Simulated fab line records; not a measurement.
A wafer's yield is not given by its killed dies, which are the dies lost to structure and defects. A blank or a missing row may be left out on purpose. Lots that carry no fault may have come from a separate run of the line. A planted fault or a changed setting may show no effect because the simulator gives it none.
Split-lot trial -- flow sky130 -- route with 708 steps; 5 lots, 23 wafers read

ON THE SPLIT
At SKY_CAP2M_SPUTTER_02 (material TiN, target thk 200 nm, time 166.7 s), the setting power w was moved away from the recipe's 6500 W on 6 of the 23 wafers read, by -9.8% to -7.2%. For the rest of the wafers, this setting stayed at what the recipe calls for.

FROM THE SPLIT TO THE READING: what the file shows between them, 5 steps
- SKY_CAP2M_RS_MEAS_03: measures by four-point-probe
- SKY_CAP2M_THK_MEAS_04: measures by xrf
- SKY_CAP2M_DEHYDRATE_05: time 60 s
- SKY_CAP2M_HMDS_06: prime time 60 s
- SKY_CAP2M_DEVELOP_11: develop time 60 s

THE READING
oes product au, in a.u., at SKY_CAP2M_METAL_ETCH_13 (etches TiN in Cl2/BCl3, stops on SiO2, target depth 220 nm, time 62.9 s). Typical for fault-free wafers on this fab line: 0.944 a.u., with standard deviation 0.0087 a.u.

wafer,"tool, chamber at the split","power w as run, W",against the recipe,"oes product au, a.u.",against lot-mates on the recipe
L075.1,"pvd sputter-04, -",6500,recipe,0.946,-
L075.2,"pvd sputter-04, -",6500,recipe,0.947,-
L075.5,"pvd sputter-04, -",6500,recipe,0.935,-
L076.1,"pvd sputter-03, -",6500,recipe,0.952,-
L076.3,"pvd sputter-03, -",5904,-9.2%,0.901,-0.055
L076.4,"pvd sputter-03, -",6500,recipe,0.965,-
L076.5,"pvd sputter-03, -",6500,recipe,0.951,-
L076.6,"pvd sputter-03, -",5904,-9.2%,0.895,-0.061
L077.1,"pvd sputter-04, -",6500,recipe,0.945,-
L077.2,"pvd sputter-04, -",6500,recipe,0.952,-
L077.3,"pvd sputter-04, -",6500,recipe,0.935,-
L077.5,"pvd sputter-04, -",6500,recipe,0.943,-
L077.6,"pvd sputter-04, -",6500,recipe,0.951,-
L082.1,"pvd sputter-04, -",6500,recipe,0.941,-
L082.2,"pvd sputter-04, -",5860,-9.8%,0.882,-0.058
L082.4,"pvd sputter-04, -",6500,recipe,0.937,-
L082.5,"pvd sputter-04, -",6500,recipe,0.942,-
L082.6,"pvd sputter-04, -",5860,-9.8%,0.870,-0.070
L083.1,"pvd sputter-03, -",6500,recipe,0.947,-
L083.3,"pvd sputter-03, -",6500,recipe,0.952,-
L083.4,"pvd sputter-03, -",6029,-7.2%,0.914,-0.039
L083.5,"pvd sputter-03, -",6029,-7.2%,0.921,-0.032
L083.6,"pvd sputter-03, -",6500,recipe,0.960,-

FIT RESULTS
A straight line over all 23 wafers: oes product au changes by +0.00589 a.u. for each +1% of power w; r = +0.93; the points scatter about the line by 0.0095 a.u.
The same after taking each lot's own level away (the mean of its wafers on the recipe; 23 wafers): +0.0061 a.u. for each +1%; r = +0.97; scatter 0.0062 a.u.
The reading moves by 0.06 a.u. for the largest change in power w, on that fit.
The lots' own levels span 0.9400 to 0.9560 a.u., that is 1.8 times the standard deviation above.
The two slopes are in agreement: the lot-to-lot level therefore moves the slope only a little.
Check: -0.0604 a.u. against its lot-mates is what the line predicts for one of the wafers moved furthest among these (-9.8%) when that wafer is left out of the fit. It came out at -0.058 a.u. against them.

THE OTHER SPLITS THESE WAFERS WENT THROUGH
Other splits were also applied to these wafers ahead of the reading. Each is held against what the fit with the lots' levels taken away leaves over:
other split on the same wafers,wafers away from the commonest value,r with oes product au (lot level and that fit taken away)
SKY_CONTACT_COAT_09 resist thk nm,6,+0.10
SKY_METAL1_ETCH_18 time s,4,-0.01
SKY_VIA1_EXPOSE_09 dose mj,11,-0.03
SKY_CAPM_COAT_07 resist thk nm,6,-0.16
SKY_METAL3_COAT_08 resist thk nm,9,-0.16

THE WHOLE CHAIN: every reading that the file lists as answering this split, in the file's order
step,what it does,reading,change (the file's fit),r (the file's)
SKY_CAP2M_SPUTTER_02,"material TiN, target thk 200 nm, time 166.7 s","TiN_of_CAP2M_SPUTTER_02.thk nm (the simulator's own value, which no gauge read)",+2.07 nm for each +1% of the setting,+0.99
SKY_CAP2M_RS_MEAS_03,measures by four-point-probe,CAP2M_TIN_RS,-0.0791 for each +1% of the setting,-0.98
SKY_CAP2M_THK_MEAS_04,measures by xrf,CAP2M_TIN_THK,+2.06 for each +1% of the setting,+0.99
SKY_CAP2M_METAL_ETCH_13,"etches TiN in Cl2/BCl3, stops on SiO2, target depth 220 nm, time 62.9 s",oes product au,+0.00609 a.u. for each +1% of the setting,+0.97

THE FILE'S OWN FIT
oes product au changes by +0.00609 a.u. for each +1% of power w, r = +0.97.
